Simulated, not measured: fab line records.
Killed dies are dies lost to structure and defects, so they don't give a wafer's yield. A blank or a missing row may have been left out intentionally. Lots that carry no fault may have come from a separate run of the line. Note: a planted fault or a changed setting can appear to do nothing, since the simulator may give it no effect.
fab line records -- flow gf180mcu
record lots=24, wafers=72, lastDay=34
route steps=602 shown LVPWELL@65 CONTACT@291 V1@339 M2@376 V2@387
lots untouched by any fault: they come from a run of this same line in which no faults occurred
startH: start of the lot's first displayed wafer, in hours after the record's first day -- waitH: hours since the lot's step before -- " the same as in the row above -- L1.1+2: a single row standing in for several wafers -- - either no value or no given start -- * or withheld: withheld -- < > ~ a bound
route shown NAME@n: a module of which the file shows steps, and the number in the route of the first -- usual: the fault-free wafers' mean and standard deviation -- same: alike in all rows -- chamber/n: place in a boat -- sites: per-site readings -- _std_site: standard deviation across them -- _edge_site: mean of outer sites minus mean of inner sites -- radiusMm: for every site, how far away it sits from the centre of the wafer -- mask NAME#n: copy n -- behind: the last tool/chamber to shape the wafer -- hold: why the lot was held/for how many hours/how that ended -- device: whichever transistor did not switch (one of n, p or np) -- end of line: tests of these same wafers at the route's end -- for a step that has no rows: nothing shown but its recipe -- killed: not the wafer's yield, but the dies lost to structure and defects at the first sort -- map: a wafer's dies, x killed, . not, _ none there
set.NAME: the run value of the setting; set.NAME@STEP: its run value at that earlier step -- model.NAME: the simulator's own value behind a step, which no gauge read
route steps across a sampled set of lots; one table per step, one row per wafer
services: from which hour (startH, from the record's first day; less than 0 if before it) a tool's chamber was out of use, for how many hours, and why
## steps
# step GF_LVPWELL_TW_MEAS_11
# usual LVPWELL_TW=557/3.6
lot.wafer,tool,chamber,startH,waitH,LVPWELL_TW
L074.2,filmMetro-03,-,68.93,0.1,556
L074.3,filmMetro-03,-,68.93,0.1,561
L074.4,filmMetro-03,-,68.93,0.1,556
L075.2,filmMetro-01,-,74.80,0.1,558
L075.3,filmMetro-01,-,74.80,0.1,561
L075.6,filmMetro-01,-,74.80,0.1,556
L076.2,filmMetro-04,-,82.65,0.1,553
L076.4,filmMetro-04,-,82.65,0.1,553
L076.5,filmMetro-04,-,82.65,0.1,553
L077.1,filmMetro-03,-,85.27,0.1,557
L077.2,filmMetro-03,-,85.27,0.1,557
L077.6,filmMetro-03,-,85.27,0.1,559
L078.4,filmMetro-04,-,91.92,0.1,555
L078.5,filmMetro-04,-,91.92,0.1,555
L078.6,filmMetro-04,-,91.92,0.1,555
L079.2,filmMetro-01,-,100.18,0.1,559
L079.5,filmMetro-01,-,100.18,0.1,562
L079.6,filmMetro-01,-,100.18,0.1,562
L080.3,filmMetro-01,-,103.71,0.1,561
L080.4,filmMetro-01,-,103.71,0.1,563
L080.6,filmMetro-01,-,103.71,0.1,564
L081.3,filmMetro-04,-,109.96,0.1,553
L081.5,filmMetro-04,-,109.96,0.1,556
L081.6,filmMetro-04,-,109.96,0.1,552
L082.1,filmMetro-04,-,116.32,0.1,551
L082.3,filmMetro-04,-,116.32,0.1,552
L082.4,filmMetro-04,-,116.32,0.1,552
L083.3,filmMetro-04,-,121.24,0.1,555
L083.4,filmMetro-04,-,121.24,0.1,555
L083.5,filmMetro-04,-,121.24,0.1,554
L084.3,filmMetro-03,-,127.81,0.1,554
L084.4,filmMetro-03,-,127.81,0.1,553
L084.6,filmMetro-03,-,127.81,0.1,556
L085.1,filmMetro-04,-,130.69,0.1,559
L085.5,filmMetro-04,-,130.69,0.1,553
L085.6,filmMetro-04,-,130.69,0.1,554
L086.1,filmMetro-01,-,140.32,0.1,561
L086.4,filmMetro-01,-,140.32,0.1,561
L086.6,filmMetro-01,-,140.32,0.1,560
L087.1,filmMetro-04,-,144.34,0.1,559
L087.3,filmMetro-04,-,144.34,0.1,558
L087.6,filmMetro-04,-,144.34,0.1,555
L088.2,filmMetro-01,-,148.00,0.1,561
L088.4,filmMetro-01,-,148.00,0.1,560
L088.6,filmMetro-01,-,148.00,0.1,562
L089.3,filmMetro-01,-,153.56,0.1,564
L089.4,filmMetro-01,-,153.56,0.1,558
L089.5,filmMetro-01,-,153.56,0.1,559
L090.1,filmMetro-03,-,160.42,0.1,553
L090.3,filmMetro-03,-,160.42,0.1,553
L090.4,filmMetro-03,-,160.42,0.1,552
L091.2,filmMetro-04,-,165.55,0.1,551
L091.3,filmMetro-04,-,165.55,0.1,550
L091.6,filmMetro-04,-,165.55,0.1,555
L092.2,filmMetro-01,-,170.10,0.1,563
L092.3,filmMetro-01,-,170.10,0.1,562
L092.4,filmMetro-01,-,170.10,0.1,559
L093.2,filmMetro-04,-,174.18,0.1,554
L093.3,filmMetro-04,-,174.18,0.1,559
L093.5,filmMetro-04,-,174.18,0.1,550
L094.4,filmMetro-03,-,184.02,0.1,560
L094.5,filmMetro-03,-,184.02,0.1,563
L094.6,filmMetro-03,-,184.02,0.1,558
L095.1,filmMetro-01,-,187.82,0.1,561
L095.3,filmMetro-01,-,187.82,0.1,558
L095.4,filmMetro-01,-,187.82,0.1,562
L096.1,filmMetro-01,-,191.62,0.1,562
L096.3,filmMetro-01,-,191.62,0.1,561
L096.6,filmMetro-01,-,191.62,0.1,559
L097.3,filmMetro-03,-,197.91,0.1,557
L097.4,filmMetro-03,-,197.91,0.1,553
L097.5,filmMetro-03,-,197.91,0.1,554
# step GF_CONTACT_CMP_04
# recipe material=SiO2, downForcePsi=4, platenRpm=60, padVelocityMS=0.94248
# usual motorCurrentA=12.0/0.93, timeToEndpointS=113/6.9
lot.wafer,tool,chamber,startH,waitH,motorCurrentA,timeToEndpointS
L074.3,cmp-01,2,338.31,0.0,12.2,116
L074.2,cmp-01,3,338.31,0.0,10.6,105
L074.4,cmp-01,0,338.31,0.0,10.2,118
L075.2,cmp-02,1,351.19,0.1,13.4,116
L075.3,cmp-02,3,351.19,0.1,12.6,114
L075.6,cmp-02,0,351.19,0.1,11.9,120
L076.4,cmp-02,2,360.32,0.1,11.5,124
L076.2,cmp-02,0,360.32,0.1,12.3,117
L076.5,cmp-02,2,360.32,0.1,11.3,124
L077.2,cmp-02,1,364.82,0.0,12.6,106
L077.1,cmp-02,0,364.82,0.0,11.8,110
L077.6,cmp-02,2,364.82,0.0,10.7,118
L078.4,cmp-02,1,382.17,5.9,12.2,123
L078.6,cmp-02,2,382.17,5.9,11.1,127
L078.5,cmp-02,3,382.17,5.9,12.3,112
L079.2,cmp-02,2,391.05,0.1,10.6,112
L079.6,cmp-02,0,391.05,0.1,12.1,118
L079.5,cmp-02,1,391.05,0.1,12.8,110
L080.3,cmp-02,3,401.06,0.0,13.0,110
L080.4,cmp-02,1,401.06,0.0,12.9,116
L080.6,cmp-02,0,401.06,0.0,12.1,122
L081.3,cmp-02,0,405.29,0.7,12.5,120
L081.5,cmp-02,1,405.29,0.7,13.1,123
L081.6,cmp-02,2,405.29,0.7,11.3,119
L082.4,cmp-02,1,410.08,0.2,12.8,120
L082.3,cmp-02,2,410.08,0.2,11.3,118
L082.1,cmp-02,3,410.08,0.2,13.0,111
L083.4,cmp-02,1,422.10,0.1,13.0,114
L083.3,cmp-02,3,422.10,0.1,12.8,110
L083.5,cmp-02,1,422.10,0.1,12.6,109
L084.4,cmp-02,2,429.43,0.1,11.2,119
L084.3,cmp-02,3,429.43,0.1,12.7,109
L084.6,cmp-02,0,429.43,0.1,13.0,124
L085.1,cmp-01,1,433.62,0.1,12.0,109
L085.6,cmp-01,0,433.62,0.1,10.9,107
L085.5,cmp-01,1,433.62,0.1,12.3,117
L086.1,cmp-01,1,451.62,0.1,11.6,114
L086.4,cmp-01,3,451.62,0.1,10.9,107
L086.6,cmp-01,1,451.62,0.1,12.0,118
L087.1,cmp-01,1,455.23,0.1,12.1,111
L087.3,cmp-01,2,455.23,0.1,12.8,115
L087.6,cmp-01,1,455.23,0.1,12.8,115
L088.4,cmp-01,1,463.87,0.1,12.1,115
L088.2,cmp-01,2,463.87,0.1,12.1,110
L088.6,cmp-01,3,463.87,0.1,11.0,105
L089.4,cmp-01,0,471.04,0.0,10.7,106
L089.3,cmp-01,1,471.04,0.0,12.7,104
L089.5,cmp-01,0,471.04,0.0,11.1,110
L090.3,cmp-01,0,479.92,0.0,10.5,111
L090.1,cmp-01,2,479.92,0.0,11.7,108
L090.4,cmp-01,3,479.92,0.0,10.5,99
L091.2,cmp-02,1,485.67,0.1,12.9,112
L091.3,cmp-02,2,485.67,0.1,11.2,115
L091.6,cmp-02,3,485.67,0.1,13.0,102
L092.2,cmp-01,2,495.83,0.0,12.0,111
L092.4,cmp-01,3,495.83,0.0,10.8,98
L092.3,cmp-01,0,495.83,0.0,10.8,111
L093.2,cmp-02,1,503.44,0.0,12.1,109
L093.3,cmp-02,3,503.44,0.0,12.9,104
L093.5,cmp-02,2,503.44,0.0,10.9,116
L094.4,cmp-02,0,514.75,0.0,12.6,117
L094.5,cmp-02,0,514.75,0.0,13.0,124
L094.6,cmp-02,1,514.75,0.0,12.8,118
L095.3,cmp-01,0,517.86,0.1,10.7,104
L095.1,cmp-01,1,517.86,0.1,12.1,116
L095.4,cmp-01,2,517.86,0.1,11.6,121
L096.3,cmp-01,2,521.15,0.0,12.3,117
L096.1,cmp-01,0,521.15,0.0,10.6,107
L096.6,cmp-01,3,521.15,0.0,11.3,112
L097.4,cmp-02,0,536.35,0.3,12.1,124
L097.3,cmp-02,1,536.35,0.3,12.8,111
L097.5,cmp-02,3,536.35,0.3,13.6,116
# step GF_V1_CMP_04
# recipe material=SiO2, downForcePsi=4, platenRpm=60, padVelocityMS=0.94248
# usual motorCurrentA=11.9/0.85, timeToEndpointS=82/6.4
lot.wafer,tool,chamber,startH,waitH,motorCurrentA,timeToEndpointS
L074.3,cmp-02,2,387.12,2.2,11.2,86
L074.4,cmp-02,0,387.12,2.2,12.6,85
L074.2,cmp-02,1,387.12,2.2,12.4,86
L075.3,cmp-02,0,397.10,0.1,11.5,83
L075.2,cmp-02,1,397.10,0.1,12.8,82
L075.6,cmp-02,3,397.10,0.1,12.6,81
L076.2,cmp-02,3,410.38,0.1,13.1,78
L076.4,cmp-02,0,410.38,0.1,12.3,86
L076.5,cmp-02,2,410.38,0.1,10.9,84
L077.2,cmp-02,1,413.68,0.0,13.0,83
L077.1,cmp-02,3,413.68,0.0,13.1,81
L077.6,cmp-02,2,413.68,0.0,11.9,94
L078.4,cmp-02,1,429.68,0.2,12.3,84
L078.5,cmp-02,0,429.68,0.2,13.1,88
L078.6,cmp-02,1,429.68,0.2,12.6,82
L079.2,cmp-01,3,440.75,0.2,11.0,74
L079.5,cmp-01,0,440.75,0.2,10.6,82
L079.6,cmp-01,1,440.75,0.2,12.2,85
L080.4,cmp-02,2,451.10,0.0,10.8,94
L080.3,cmp-02,3,451.10,0.0,12.6,83
L080.6,cmp-02,2,451.10,0.0,11.7,90
L081.3,cmp-02,2,456.10,0.1,11.0,85
L081.5,cmp-02,0,456.10,0.1,12.3,86
L081.6,cmp-02,1,456.10,0.1,12.6,93
L082.1,cmp-01,2,461.65,0.1,12.5,83
L082.4,cmp-01,3,461.65,0.1,10.2,74
L082.3,cmp-01,1,461.65,0.1,12.5,80
L083.4,cmp-01,2,473.11,0.1,11.5,83
L083.3,cmp-01,0,473.11,0.1,10.5,76
L083.5,cmp-01,2,473.11,0.1,12.6,81
L084.3,cmp-02,1,480.34,0.0,12.1,86
L084.4,cmp-02,0,480.34,0.0,12.7,90
L084.6,cmp-02,2,480.34,0.0,11.4,91
L085.1,cmp-01,0,485.44,0.2,10.5,74
L085.5,cmp-01,1,485.44,0.2,12.7,83
L085.6,cmp-01,2,485.44,0.2,13.1,93
L086.4,cmp-01,3,502.47,0.1,10.5,75
L086.1,cmp-01,0,502.47,0.1,10.7,74
L086.6,cmp-01,3,502.47,0.1,11.0,72
L087.3,cmp-02,3,506.98,0.1,13.2,87
L087.1,cmp-02,1,506.98,0.1,12.8,79
L087.6,cmp-02,3,506.98,0.1,13.1,85
L088.4,cmp-01,3,514.05,0.0,10.6,71
L088.2,cmp-01,0,514.05,0.0,11.2,81
L088.6,cmp-01,0,514.05,0.0,10.8,86
L089.4,cmp-01,0,520.82,0.1,10.8,85
L089.3,cmp-01,2,520.82,0.1,12.6,84
L089.5,cmp-01,0,520.82,0.1,11.1,88
L090.1,cmp-01,1,530.35,0.1,12.5,84
L090.4,cmp-01,2,530.35,0.1,11.6,84
L090.3,cmp-01,3,530.35,0.1,10.5,76
L091.3,cmp-02,2,536.00,0.0,12.1,94
L091.2,cmp-02,3,536.00,0.0,12.0,85
L091.6,cmp-02,3,536.00,0.0,12.2,86
L092.2,cmp-02,3,544.91,0.0,12.8,73
L092.4,cmp-02,0,544.91,0.0,12.6,86
L092.3,cmp-02,1,544.91,0.0,13.0,75
L093.2,cmp-02,2,552.66,0.0,11.1,86
L093.3,cmp-02,0,552.66,0.0,12.2,79
L093.5,cmp-02,3,552.66,0.0,12.4,81
L094.4,cmp-01,0,563.50,0.2,10.4,83
L094.5,cmp-01,1,563.50,0.2,11.8,82
L094.6,cmp-01,2,563.50,0.2,12.2,87
L095.3,cmp-01,3,566.70,0.0,11.0,71
L095.1,cmp-01,0,566.70,0.0,10.8,76
L095.4,cmp-01,2,566.70,0.0,12.4,84
L096.3,cmp-01,0,570.28,0.0,11.0,74
L096.1,cmp-01,2,570.28,0.0,12.8,71
L096.6,cmp-01,0,570.28,0.0,10.9,74
L097.4,cmp-01,2,582.95,0.0,12.1,83
L097.3,cmp-01,0,582.95,0.0,10.9,72
L097.5,cmp-01,2,582.95,0.0,11.7,81
# step GF_M2_CD_MEAS_14
# recipe targetCdNm=280
# usual cdNm=280.0/1
lot.wafer,tool,chamber,startH,waitH,cdNm
L074.2,cdSem-02,-,435.26,0.1,280.0
L074.3,cdSem-02,-,435.26,0.1,279.1
L074.4,cdSem-02,-,435.26,0.1,279.6
L075.2,cdSem-01,-,446.06,0.1,276.8
L075.3,cdSem-01,-,446.06,0.1,278.6
L075.6,cdSem-01,-,446.06,0.1,278.5
L076.2,cdSem-01,-,460.85,0.1,281.2
L076.4,cdSem-01,-,460.85,0.1,279.5
L076.5,cdSem-01,-,460.85,0.1,279.4
L077.1,cdSem-02,-,464.13,0.1,279.1
L077.2,cdSem-02,-,464.13,0.1,279.4
L077.6,cdSem-02,-,464.13,0.1,278.3
L078.4,cdSem-02,-,480.54,0.1,279.7
L078.5,cdSem-02,-,480.54,0.1,279.5
L078.6,cdSem-02,-,480.54,0.1,280.5
L079.2,cdSem-02,-,491.22,0.1,281.7
L079.5,cdSem-02,-,491.22,0.1,281.0
L079.6,cdSem-02,-,491.22,0.1,279.9
L080.3,cdSem-01,-,501.37,0.1,278.8
L080.4,cdSem-01,-,501.37,0.1,278.6
L080.6,cdSem-01,-,501.37,0.1,279.7
L081.3,cdSem-01,-,506.19,0.1,280.0
L081.5,cdSem-01,-,506.19,0.1,280.7
L081.6,cdSem-01,-,506.19,0.1,280.1
L082.1,cdSem-01,-,511.53,0.1,281.9
L082.3,cdSem-01,-,511.53,0.1,280.5
L082.4,cdSem-01,-,511.53,0.1,279.9
L083.3,cdSem-02,-,522.97,0.1,281.6
L083.4,cdSem-02,-,522.97,0.1,280.1
L083.5,cdSem-02,-,522.97,0.1,280.7
L084.3,cdSem-02,-,529.49,0.1,279.9
L084.4,cdSem-02,-,529.49,0.1,280.4
L084.6,cdSem-02,-,529.49,0.1,280.5
L085.1,cdSem-02,-,534.53,0.1,279.7
L085.5,cdSem-02,-,534.53,0.1,280.3
L085.6,cdSem-02,-,534.53,0.1,280.7
L086.1,cdSem-01,-,550.89,0.1,279.4
L086.4,cdSem-01,-,550.89,0.1,280.3
L086.6,cdSem-01,-,550.89,0.1,279.0
L087.1,cdSem-02,-,555.18,0.1,281.8
L087.3,cdSem-02,-,555.18,0.1,281.6
L087.6,cdSem-02,-,555.18,0.1,281.5
L088.2,cdSem-02,-,561.62,0.1,281.7
L088.4,cdSem-02,-,561.62,0.1,281.0
L088.6,cdSem-02,-,561.62,0.1,281.3
L089.3,cdSem-01,-,568.52,0.1,281.0
L089.4,cdSem-01,-,568.52,0.1,281.4
L089.5,cdSem-01,-,568.52,0.1,280.0
L090.1,cdSem-01,-,577.38,0.1,280.0
L090.3,cdSem-01,-,577.38,0.1,279.0
L090.4,cdSem-01,-,577.38,0.1,279.6
L091.2,cdSem-01,-,582.25,0.1,280.5
L091.3,cdSem-01,-,582.25,0.1,279.9
L091.6,cdSem-01,-,582.25,0.1,280.2
L092.2,cdSem-01,-,590.35,0.1,279.6
L092.3,cdSem-01,-,590.35,0.1,281.6
L092.4,cdSem-01,-,590.35,0.1,280.2
L093.2,cdSem-02,-,598.37,0.1,278.6
L093.3,cdSem-02,-,598.37,0.1,279.6
L093.5,cdSem-02,-,598.37,0.1,278.5
L094.4,cdSem-02,-,608.60,0.1,279.9
L094.5,cdSem-02,-,608.60,0.1,280.3
L094.6,cdSem-02,-,608.60,0.1,279.9
L095.1,cdSem-02,-,612.15,0.1,280.4
L095.3,cdSem-02,-,612.15,0.1,281.0
L095.4,cdSem-02,-,612.15,0.1,280.0
L096.1,cdSem-02,-,615.29,0.1,279.3
L096.3,cdSem-02,-,615.29,0.1,279.6
L096.6,cdSem-02,-,615.29,0.1,280.1
L097.3,cdSem-01,-,626.68,0.1,280.9
L097.4,cdSem-01,-,626.68,0.1,279.7
L097.5,cdSem-01,-,626.68,0.1,279.0
# step GF_V2_BOW_MEAS_05
# recipe mode=bow
# usual V2_BOW=98/7.8
lot.wafer,tool,chamber,startH,waitH,V2_BOW[um]
L074.2,filmMetro-04,-,436.65,0.2,100
L074.3,filmMetro-04,-,436.65,0.2,95
L074.4,filmMetro-04,-,436.65,0.2,96
L075.2,filmMetro-01,-,447.50,0.1,93
L075.3,filmMetro-01,-,447.50,0.1,93
L075.6,filmMetro-01,-,447.50,0.1,100
L076.2,filmMetro-01,-,462.36,0.2,88
L076.4,filmMetro-01,-,462.36,0.2,107
L076.5,filmMetro-01,-,462.36,0.2,95
L077.1,filmMetro-04,-,465.49,0.2,94
L077.2,filmMetro-04,-,465.49,0.2,93
L077.6,filmMetro-04,-,465.49,0.2,114
L078.4,filmMetro-01,-,481.91,0.2,87
L078.5,filmMetro-01,-,481.91,0.2,98
L078.6,filmMetro-01,-,481.91,0.2,108
L079.2,filmMetro-04,-,492.70,0.2,90
L079.5,filmMetro-04,-,492.70,0.2,105
L079.6,filmMetro-04,-,492.70,0.2,110
L080.3,filmMetro-04,-,502.73,0.2,90
L080.4,filmMetro-04,-,502.73,0.2,95
L080.6,filmMetro-04,-,502.73,0.2,92
L081.3,filmMetro-04,-,507.57,0.3,90
L081.5,filmMetro-04,-,507.57,0.3,88
L081.6,filmMetro-04,-,507.57,0.3,96
L082.1,filmMetro-01,-,512.89,0.1,109
L082.3,filmMetro-01,-,512.89,0.1,115
L082.4,filmMetro-01,-,512.89,0.1,100
L083.3,filmMetro-01,-,524.44,0.2,104
L083.4,filmMetro-01,-,524.44,0.2,105
L083.5,filmMetro-01,-,524.44,0.2,107
L084.3,filmMetro-04,-,530.93,0.1,109
L084.4,filmMetro-04,-,530.93,0.1,100
L084.6,filmMetro-04,-,530.93,0.1,97
L085.1,filmMetro-03,-,535.93,0.1,95
L085.5,filmMetro-03,-,535.93,0.1,102
L085.6,filmMetro-03,-,535.93,0.1,93
L086.1,filmMetro-03,-,552.34,0.2,99
L086.4,filmMetro-03,-,552.34,0.2,101
L086.6,filmMetro-03,-,552.34,0.2,100
L087.1,filmMetro-01,-,556.61,0.1,93
L087.3,filmMetro-01,-,556.61,0.1,86
L087.6,filmMetro-01,-,556.61,0.1,100
L088.2,filmMetro-03,-,563.02,0.2,95
L088.4,filmMetro-03,-,563.02,0.2,107
L088.6,filmMetro-03,-,563.02,0.2,95
L089.3,filmMetro-01,-,570.22,0.2,107
L089.4,filmMetro-01,-,570.22,0.2,114
L089.5,filmMetro-01,-,570.22,0.2,112
L090.1,filmMetro-01,-,579.19,0.1,91
L090.3,filmMetro-01,-,579.19,0.1,84
L090.4,filmMetro-01,-,579.19,0.1,89
L091.2,filmMetro-01,-,584.05,0.2,105
L091.3,filmMetro-01,-,584.05,0.2,98
L091.6,filmMetro-01,-,584.05,0.2,105
L092.2,filmMetro-04,-,591.85,0.2,97
L092.3,filmMetro-04,-,591.85,0.2,97
L092.4,filmMetro-04,-,591.85,0.2,98
L093.2,filmMetro-04,-,599.78,0.2,97
L093.3,filmMetro-04,-,599.78,0.2,96
L093.5,filmMetro-04,-,599.78,0.2,92
L094.4,filmMetro-01,-,609.96,0.3,91
L094.5,filmMetro-01,-,609.96,0.3,112
L094.6,filmMetro-01,-,609.96,0.3,100
L095.1,filmMetro-03,-,613.56,0.2,93
L095.3,filmMetro-03,-,613.56,0.2,94
L095.4,filmMetro-03,-,613.56,0.2,92
L096.1,filmMetro-01,-,616.69,0.1,99
L096.3,filmMetro-01,-,616.69,0.1,108
L096.6,filmMetro-01,-,616.69,0.1,106
L097.3,filmMetro-04,-,628.08,0.2,92
L097.4,filmMetro-04,-,628.08,0.2,104
L097.5,filmMetro-04,-,628.08,0.2,88
# step GF_V2_SPUTTER_22
# recipe material=TiN, targetThkNm=10, chamberPressurePa=5, powerW=4000, timeS=40
# usual throttleValvePct=30.4/0.78
lot.wafer,tool,chamber,startH,waitH,throttleValvePct
L074.2,pvdSputter-04,-,462.02,0.0,30.0
L074.3,pvdSputter-04,-,462.02,0.0,31.1
L074.4,pvdSputter-04,-,462.02,0.0,29.6
L075.2,pvdSputter-02,-,472.41,0.0,30.7
L075.3,pvdSputter-02,-,472.41,0.0,31.0
L075.6,pvdSputter-02,-,472.41,0.0,30.2
L076.2,pvdSputter-01,-,487.66,0.0,31.3
L076.4,pvdSputter-01,-,487.66,0.0,30.1
L076.5,pvdSputter-01,-,487.66,0.0,29.5
L077.1,pvdSputter-04,-,491.26,0.0,29.4
L077.2,pvdSputter-04,-,491.26,0.0,29.8
L077.6,pvdSputter-04,-,491.26,0.0,29.4
L078.4,pvdSputter-02,-,506.68,0.0,30.6
L078.5,pvdSputter-02,-,506.68,0.0,30.2
L078.6,pvdSputter-02,-,506.68,0.0,31.0
L079.2,pvdSputter-02,-,517.13,0.0,30.4
L079.5,pvdSputter-02,-,517.13,0.0,30.2
L079.6,pvdSputter-02,-,517.13,0.0,30.5
L080.3,pvdSputter-04,-,526.68,0.0,28.6
L080.4,pvdSputter-04,-,526.68,0.0,30.8
L080.6,pvdSputter-04,-,526.68,0.0,30.0
L081.3,pvdSputter-04,-,532.20,0.0,31.1
L081.5,pvdSputter-04,-,532.20,0.0,29.0
L081.6,pvdSputter-04,-,532.20,0.0,29.7
L082.1,pvdSputter-02,-,536.67,0.0,31.1
L082.3,pvdSputter-02,-,536.67,0.0,30.6
L082.4,pvdSputter-02,-,536.67,0.0,30.8
L083.3,pvdSputter-02,-,548.97,0.0,30.6
L083.4,pvdSputter-02,-,548.97,0.0,30.7
L083.5,pvdSputter-02,-,548.97,0.0,30.6
L084.3,pvdSputter-04,-,554.37,0.0,28.7
L084.4,pvdSputter-04,-,554.37,0.0,30.0
L084.6,pvdSputter-04,-,554.37,0.0,31.2
L085.1,pvdSputter-02,-,559.18,0.0,30.2
L085.5,pvdSputter-02,-,559.18,0.0,30.6
L085.6,pvdSputter-02,-,559.18,0.0,30.7
L086.1,pvdSputter-02,-,575.46,0.0,30.7
L086.4,pvdSputter-02,-,575.46,0.0,31.2
L086.6,pvdSputter-02,-,575.46,0.0,31.1
L087.1,pvdSputter-04,-,579.60,0.0,31.0
L087.3,pvdSputter-04,-,579.60,0.0,29.7
L087.6,pvdSputter-04,-,579.60,0.0,29.7
L088.2,pvdSputter-04,-,585.85,0.0,31.0
L088.4,pvdSputter-04,-,585.85,0.0,29.4
L088.6,pvdSputter-04,-,585.85,0.0,29.5
L089.3,pvdSputter-02,-,593.35,0.0,30.9
L089.4,pvdSputter-02,-,593.35,0.0,30.9
L089.5,pvdSputter-02,-,593.35,0.0,31.1
L090.1,pvdSputter-01,-,601.81,0.0,30.1
L090.3,pvdSputter-01,-,601.81,0.0,29.5
L090.4,pvdSputter-01,-,601.81,0.0,31.1
L091.2,pvdSputter-02,-,606.33,0.0,30.5
L091.3,pvdSputter-02,-,606.33,0.0,30.9
L091.6,pvdSputter-02,-,606.33,0.0,30.5
L092.2,pvdSputter-02,-,614.33,0.0,31.1
L092.3,pvdSputter-02,-,614.33,0.0,30.7
L092.4,pvdSputter-02,-,614.33,0.0,30.6
L093.2,pvdSputter-01,-,621.85,0.0,30.0
L093.3,pvdSputter-01,-,621.85,0.0,31.3
L093.5,pvdSputter-01,-,621.85,0.0,30.0
L094.4,pvdSputter-01,-,631.34,0.0,31.0
L094.5,pvdSputter-01,-,631.34,0.0,31.2
L094.6,pvdSputter-01,-,631.34,0.0,29.2
L095.1,pvdSputter-02,-,635.38,0.0,31.1
L095.3,pvdSputter-02,-,635.38,0.0,30.8
L095.4,pvdSputter-02,-,635.38,0.0,30.5
L096.1,pvdSputter-02,-,637.65,0.0,30.4
L096.3,pvdSputter-02,-,637.65,0.0,30.7
L096.6,pvdSputter-02,-,637.65,0.0,30.4
L097.3,pvdSputter-04,-,649.07,0.0,29.9
L097.4,pvdSputter-04,-,649.07,0.0,28.9
L097.5,pvdSputter-04,-,649.07,0.0,29.6
## services
tool,chamber,startH,hours,kind
cmp-02,-,319.88,0.8,repair
cmp-01,-,320.64,3.5,pm
cmp-02,-,321.32,0.6,repair
cmp-01,-,328.28,2.0,repair
cmp-01,-,341.53,1.7,repair
cmp-01,-,356.12,71.9,repair
pvdSputter-02,-,366.58,7.7,repair
cmp-02,-,375.35,6.4,repair
pvdSputter-02,-,381.82,1.4,repair
pvdSputter-02,-,408.34,1.0,repair
cmp-01,-,427.98,4.0,pm
pvdSputter-02,-,460.69,2.8,repair
cmp-02,-,466.69,4.6,pm
cmp-02,-,474.07,2.8,repair
pvdSputter-02,-,481.09,1.0,repair
cmp-02,-,490.67,0.7,repair
cmp-02,-,515.05,6.5,pm
cmp-01,-,565.87,0.8,repair
cmp-02,-,568.52,2.3,repair
cmp-02,-,572.09,4.0,pm
cmp-01,-,580.87,0.7,repair
cmp-01,-,626.56,3.6,repair
cmp-01,-,628.53,0.7,repair
cmp-01,-,643.30,1.0,repair
## key
fault none
